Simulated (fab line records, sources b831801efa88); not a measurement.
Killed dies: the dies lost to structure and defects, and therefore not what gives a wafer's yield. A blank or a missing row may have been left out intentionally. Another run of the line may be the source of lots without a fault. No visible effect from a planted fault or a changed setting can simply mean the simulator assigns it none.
Which tool did it? | flow gf180mcu | 11 lots, 33 wafers sampled, at 6 steps of a route of 602

== WHAT THE GAUGES SHOWED, per wafer ==
GF_VT_IMPLANT_TW_MEAS_32. Usual: VT_IMPLANT_3_TW gives 267.5 (standard deviation 1.7).
lot  | measured     | on            | VT_IMPLANT_3_TW   | flag
L950 | day 7 17:59  | film_metro-04 | 266.5 266.5 266.7 |
L951 | day 7 23:02  | film_metro-01 | 266.3 263.9 265.6 |
L952 | day 8 07:32  | film_metro-04 | 29.7 29.9 29.7    | OFF
L953 | day 8 17:32  | film_metro-04 | 29.8 29.9 29.9    | OFF
L961 | day 10 17:02 | film_metro-04 | 266.6 266.1 265.9 |
L962 | day 10 23:47 | film_metro-03 | 268.8 267.8 268.9 |
L964 | day 11 11:05 | film_metro-03 | 268.5 270.8 270.1 |
L965 | day 11 17:29 | film_metro-01 | 269.2 266.8 267.8 |
L966 | day 12 00:59 | film_metro-03 | 268.9 270.3 269.7 |
L967 | day 12 06:34 | film_metro-03 | 268.2 268.2 267.4 |
L970 | day 13 04:53 | film_metro-04 | 265.9 266.2 266.3 |

GF_POLY_GATE_THK_MEAS_17. Usual: POLY_GATE_OXIDATION_THK gives 4.01 nm (standard deviation 0.067).
lot  | measured     | on            | POLY_GATE_OXIDATION_THK (nm) | flag
L950 | day 10 05:02 | film_metro-01 | 3.91 3.98 3.89               |
L951 | day 10 13:13 | film_metro-02 | 4.01 3.91 3.96               |
L961 | day 13 09:47 | film_metro-04 | 4.01 4.09 4.11               |
L962 | day 13 17:23 | film_metro-01 | 4.02 4.10 3.98               |
L964 | day 14 06:16 | film_metro-04 | 4.02 3.96 4.00               |
L965 | day 14 12:35 | film_metro-01 | 4.09 4.04 4.07               |
L966 | day 14 22:09 | film_metro-01 | 3.88 3.92 3.94               |
L967 | day 15 04:37 | film_metro-01 | 4.02 4.06 4.02               |
L970 | day 16 03:01 | film_metro-01 | 3.92 4.04 3.89               |

GF_HV_LDD_THK_MEAS_55. Usual: HV_LDD_CVD_54_THK gives 9.95 nm (standard deviation 0.16).
lot  | measured     | on            | HV_LDD_CVD_54_THK (nm) | flag
L950 | day 13 11:08 | film_metro-04 | 10.02 10.00 10.01      |
L951 | day 13 21:17 | film_metro-02 | 10.02 10.06 10.05      |
L961 | day 17 02:18 | film_metro-04 | 9.84 9.85 9.63         |
L962 | day 17 11:35 | film_metro-04 | 9.94 9.98 9.97         |
L964 | day 18 01:51 | film_metro-03 | 10.21 10.13 10.25      |
L965 | day 18 09:11 | film_metro-03 | 9.93 9.93 10.06        |
L966 | day 18 18:05 | film_metro-04 | 9.97 9.92 9.96         |
L967 | day 19 03:22 | film_metro-03 | 9.98 9.96 10.01        |
L970 | day 20 03:55 | film_metro-04 | 10.07 10.07 10.12      |

== WHAT TOOL EACH LOT RAN ON (gives the tool, then ch and the chambers of the sampled wafers, and finally the start) ==
lot  | GF_STI_CMP_25                | GF_VT_IMPLANT_STRIP_20               | GF_VT_IMPLANT_STRIP_31
L950 | cmp-01 ch 0,2,3, day 2 19:24 | plasma_asher-02 ch 0,1, day 7 02:02  | plasma_asher-02 ch 0,1, day 7 17:53
L951 | cmp-02 ch 0,2,3, day 2 23:58 | plasma_asher-04 ch 0,1, day 7 06:23  | plasma_asher-02 ch 0,1, day 7 22:56
L952 | cmp-02 ch 0,1,2, day 3 05:07 | plasma_asher-04 ch 1, day 7 14:44    | plasma_asher-04 ch 0, day 8 07:26
L953 | cmp-01 ch 0,2,3, day 3 14:47 | plasma_asher-04 ch 0,1, day 8 01:08  | plasma_asher-01 ch 0,1, day 8 17:26
L961 | cmp-02 ch 1,2,3, day 5 03:37 | plasma_asher-01 ch 0,1, day 9 22:56  | plasma_asher-02 ch 0,1, day 10 16:56
L962 | cmp-01 ch 1,2,3, day 5 09:24 | plasma_asher-01 ch 0,1, day 10 05:08 | plasma_asher-01 ch 0,1, day 10 23:41
L964 | cmp-02 ch 2,3, day 5 19:02   | plasma_asher-01 ch 0,1, day 10 16:41 | plasma_asher-04 ch 0,1, day 11 10:59
L965 | cmp-01 ch 0,1,3, day 6 00:35 | plasma_asher-04 ch 0,1, day 10 23:32 | plasma_asher-04 ch 0,1, day 11 17:23
L966 | cmp-02 ch 0,1,3, day 6 06:03 | plasma_asher-02 ch 0,1, day 11 06:08 | plasma_asher-04 ch 0,1, day 12 00:53
L967 | cmp-02 ch 1,2, day 6 11:14   | plasma_asher-04 ch 0,1, day 11 11:58 | plasma_asher-02 ch 0,1, day 12 06:28
L970 | cmp-02 ch 0,3, day 7 03:53   | plasma_asher-01 ch 0,1, day 12 08:59 | plasma_asher-01 ch 0,1, day 13 04:47
- GF_STI_CMP_25: polishes, stops on Si3N4, t overpolish 33 s, target thk 524.6 nm.
- GF_VT_IMPLANT_STRIP_20: strips in O2/N2.
- GF_VT_IMPLANT_STRIP_31: strips in O2/N2.

== AS READ BY THE TOOLS THEMSELVES (means over the sampled wafers that have a number; for cases with no such wafer, the mark the record gives instead) ==
GF_STI_CMP_25. Usual: motor_current_A 12.5 A, standard deviation 1.7; overpolish_run_s 32.998 s, standard deviation 0.0093; time_to_endpoint_s 123 s, standard deviation 5.2.
lot  | tool   | motor_current_A (A) | overpolish_run_s (s) | time_to_endpoint_s (s) | flag
L950 | cmp-01 | 12.0                | 32.996               | 122                    |
L951 | cmp-02 | 14.3                | 32.998               | 132                    |
L952 | cmp-02 | 12.8                | 32.998               | 132                    |
L953 | cmp-01 | 11.6                | 33.005               | 116                    |
L961 | cmp-02 | 12.3                | 33.000               | 123                    |
L962 | cmp-01 | 12.4                | 32.996               | 125                    |
L964 | cmp-02 | 12.8                | 32.999               | 122                    |
L965 | cmp-01 | 11.5                | 33.009               | 121                    |
L966 | cmp-02 | 12.2                | 32.993               | 118                    |
L967 | cmp-02 | 13.1                | 33.004               | 120                    |
L970 | cmp-02 | 13.3                | 33.001               | 119                    |

GF_VT_IMPLANT_STRIP_20. Usual: chamber_pressure_mTorr 1500.1 mTorr, standard deviation 1.3; drypump_motor_current_A 6.43 A, standard deviation 0.2; heater_power_w 360 W, standard deviation 21; oes_product_au 0.716 a.u., standard deviation 0.0044; strip_time_to_endpoint_s 12.65 s, standard deviation 0.038.
lot  | tool            | chamber_pressure_mTorr (mTorr) | drypump_motor_current_A (A) | heater_power_w (W) | oes_product_au (a.u.) | strip_time_to_endpoint_s (s) | flag
L950 | plasma_asher-02 | 1500.6                         | 6.27                        | 342                | 0.717                 | 12.64                        |
L951 | plasma_asher-04 | 1500.1                         | 6.29                        | 368                | 0.713                 | 12.59                        |
L952 | plasma_asher-04 | -                              | -                           | -                  | -                     | -                            | OFF
L953 | plasma_asher-04 | -                              | -                           | -                  | -                     | -                            | OFF
L961 | plasma_asher-01 | 1499.2                         | 6.56                        | 355                | 0.714                 | 12.60                        |
L962 | plasma_asher-01 | 1500.1                         | 6.52                        | 373                | 0.713                 | 12.63                        |
L964 | plasma_asher-01 | 1500.9                         | 6.52                        | 360                | 0.717                 | 12.62                        |
L965 | plasma_asher-04 | 1501.4                         | 6.28                        | 371                | 0.716                 | 12.62                        |
L966 | plasma_asher-02 | 1500.0                         | 6.46                        | 355                | 0.715                 | 12.69                        |
L967 | plasma_asher-04 | 1500.6                         | 6.30                        | 381                | 0.715                 | 12.65                        |
L970 | plasma_asher-01 | 1498.2                         | 6.56                        | 363                | 0.716                 | 12.67                        |

GF_VT_IMPLANT_STRIP_31. Usual: chamber_pressure_mTorr 1500 mTorr, standard deviation 4.6; drypump_motor_current_A 6.37 A, standard deviation 0.19; heater_power_w 361 W, standard deviation 23; oes_product_au 0.716 a.u., standard deviation 0.0047; strip_time_to_endpoint_s 12.64 s, standard deviation 0.041.
lot  | tool            | chamber_pressure_mTorr (mTorr) | drypump_motor_current_A (A) | heater_power_w (W) | oes_product_au (a.u.) | strip_time_to_endpoint_s (s) | flag
L950 | plasma_asher-02 | 1500                           | 6.25                        | 338                | 0.715                 | 12.67                        |
L951 | plasma_asher-02 | 1500                           | 6.26                        | 332                | 0.716                 | 12.62                        |
L952 | plasma_asher-04 | 1500                           | 6.27                        | 354                | 0.714                 | 27.70                        | OFF
L953 | plasma_asher-01 | 1498                           | 6.56                        | 356                | 0.714                 | 27.65                        | OFF
L961 | plasma_asher-02 | 1501                           | 6.27                        | 335                | 0.714                 | 12.61                        |
L962 | plasma_asher-01 | 1499                           | 6.52                        | 368                | 0.713                 | 12.61                        |
L964 | plasma_asher-04 | 1500                           | 6.30                        | 364                | 0.714                 | 12.66                        |
L965 | plasma_asher-04 | 1501                           | 6.30                        | 377                | 0.713                 | 12.69                        |
L966 | plasma_asher-04 | 1500                           | 6.26                        | 367                | 0.714                 | 12.59                        |
L967 | plasma_asher-02 | 1501                           | 6.25                        | 336                | 0.714                 | 12.67                        |
L970 | plasma_asher-01 | 1519                           | 6.55                        | 360                | 0.712                 | 12.70                        | OFF

== THE ANSWER, worked out from the rows above alone ==
Rule: take the mean of a lot's wafers that have a number; if it is more than 3 standard deviations from the usual mean, the lot is off. Also off: a lot with no number at a reading for which 4 or more lots have one. Where the step has rows for the other lots, those lots are counted as sound. First the gauges in route order, then the tools' own readings, where a lot's mean is used as printed above. The first step at which some lot is off is used, and at that step the reading that is off furthest; a lot without a number counts as furthest.
Off: L952, L953, at GF_VT_IMPLANT_TW_MEAS_32 (VT_IMPLANT_3_TW).
If a tool, at a process step before that reading, ran all the lots that are off and no sound lot after the first of them, it fits. Not tried: the gauges at GF_VT_IMPLANT_TW_MEAS_32; whatever is off there is also off at GF_VT_IMPLANT_STRIP_20, on other tools, and gauge error can't account for it. Of those tried, none fits.

== WHAT HAD BEEN PUT IN BY THE SIMULATOR ==
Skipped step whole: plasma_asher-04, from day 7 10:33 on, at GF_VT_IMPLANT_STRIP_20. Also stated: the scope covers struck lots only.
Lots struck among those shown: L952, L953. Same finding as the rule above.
